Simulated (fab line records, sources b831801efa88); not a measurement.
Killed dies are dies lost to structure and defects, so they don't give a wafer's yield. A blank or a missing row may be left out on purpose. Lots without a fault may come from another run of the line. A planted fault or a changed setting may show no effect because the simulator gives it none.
A struck lot beside a sound one | flow gf180mcu | 15 steps out of a route of 602
Sound: wafers L780.2, L780.4, L780.6. Struck: wafers L782.1, L782.2. (L782.5 of the same lot was not struck and is left out.) The cause comes at the end.
At each step with rows: each side's tool, then ch and its chambers, then its first start. Under that, the readings that differ: sound wafers | struck wafers | difference of the means | sigmas: that difference in standard deviations of wafers without a fault.
alike: readings whose means differ by less than 2 such deviations, and words and numbers that are the same on both sides. not compared: withheld readings, readings that some wafer has no value for, bounds like >300 that may hide the same value, and numbers for which the record gives no deviation and whose values overlap.
The two part at a step that has a row with sigmas, a row that says differs or no value, or rows on one side only. Numbers that don't overlap but have no deviation are shown without sigmas and don't part them. A reading that every wafer of one side lacks parts them only if that side has two wafers or more.

GF_V3_CD_MEAS_14: target cd 260 nm.
  sound on cd_sem-01, day 23 23:26; struck on cd_sem-02, day 24 10:46
  reading    | sound             | struck      | difference | sigmas
  cd_nm (nm) | 258.1 259.0 258.6 | 261.8 261.7 | +3.2       | +2
GF_V3_OVL_MEAS_15:
  sound on overlay-01, day 23 23:32; struck on overlay-01, day 24 10:53
  alike: V3_OVL
GF_V3_ETCH_16: etches BARC in N2/H2.
  sound on rie_diel-03 ch 0,2,3, day 23 23:34; struck on rie_diel-03 ch 1,3, day 24 10:55
  alike: drypump_motor_current_A, n2_flow_sccm, oes_product_au, throttle_valve_pct
then, 4 steps without rows for these wafers: GF_V3_ETCH_17 (etches SiO2 in C4F8/O2/Ar, stops on TiN, target depth 635 nm); GF_V3_STRIP_18 (strips in O2/N2); GF_V3_STRIP_19 (strips in post etch residue remover, time 1200 s); GF_V3_CLEAN_20 (cleans in DIW).
GF_V3_SPUTTER_21: material Ti, target thk 15 nm, time 80.02 s.
  sound on pvd_sputter-03, day 24 00:14; struck on pvd_sputter-04, day 24 11:35
  alike: throttle_valve_pct
GF_V3_SPUTTER_22: material TiN, target thk 10 nm, time 40 s.
  sound on pvd_sputter-03, day 24 00:17; struck on pvd_sputter-04, day 24 11:38
  alike: throttle_valve_pct
GF_V3_CVD_23: deposits W, target thk 350 nm, time 104.9 s.
  sound on cvd_w-01 ch 0,1, day 24 00:20; struck on cvd_w-02 ch 0,1, day 24 11:41
  alike: heater_power_w
  not compared: since_wet_clean_h
GF_V3_RS_MEAS_24: measures by four-point-probe.
  sound on film_metro-03, day 24 00:28; struck on film_metro-01, day 24 11:47
  alike: V3_W_RS
GF_V3_THK_MEAS_25: measures by xrf.
  sound on film_metro-03, day 24 00:34; struck on film_metro-01, day 24 11:55
  alike: V3_W_THK
GF_V3_CMP_26: polishes, stops on SiO2, t overpolish 15 s, target thk 0 nm.
  sound on cmp-01 ch 0,1,2, day 24 00:40; struck on cmp-01 ch 0,1, day 24 11:58
  reading                | sound                | struck      | difference | sigmas
  overpolish_run_s (s)   | 14.990 14.995 15.007 | 0.047 0.039 | -14.954    | -99 or more
  time_to_endpoint_s (s) | 86 81 81             | 127 133     | +47        | +14
  alike: motor_current_A, retaining_ring_pressure_frac
GF_M4_SPUTTER_00: material Ti, target thk 37.5 nm, time 150 s.
  the record has rows for the sound wafers here (pvd_sputter-02, day 24 00:55) and none for the struck ones
-- the record jumps here: 6 days lie between the struck wafers' starts before and after (it left off in module M4 and takes up again in module PASSIVATION, whose first step shown is number 602 of the route) --
GF_PASSIVATION_PROBE_99:
  the record has rows for the struck wafers here (prober-02, day 30 18:42) and none for the sound ones

WHERE THEY PART
First at GF_V3_CD_MEAS_14; last, within this record, at GF_PASSIVATION_PROBE_99.

WHY: what the simulator had put in
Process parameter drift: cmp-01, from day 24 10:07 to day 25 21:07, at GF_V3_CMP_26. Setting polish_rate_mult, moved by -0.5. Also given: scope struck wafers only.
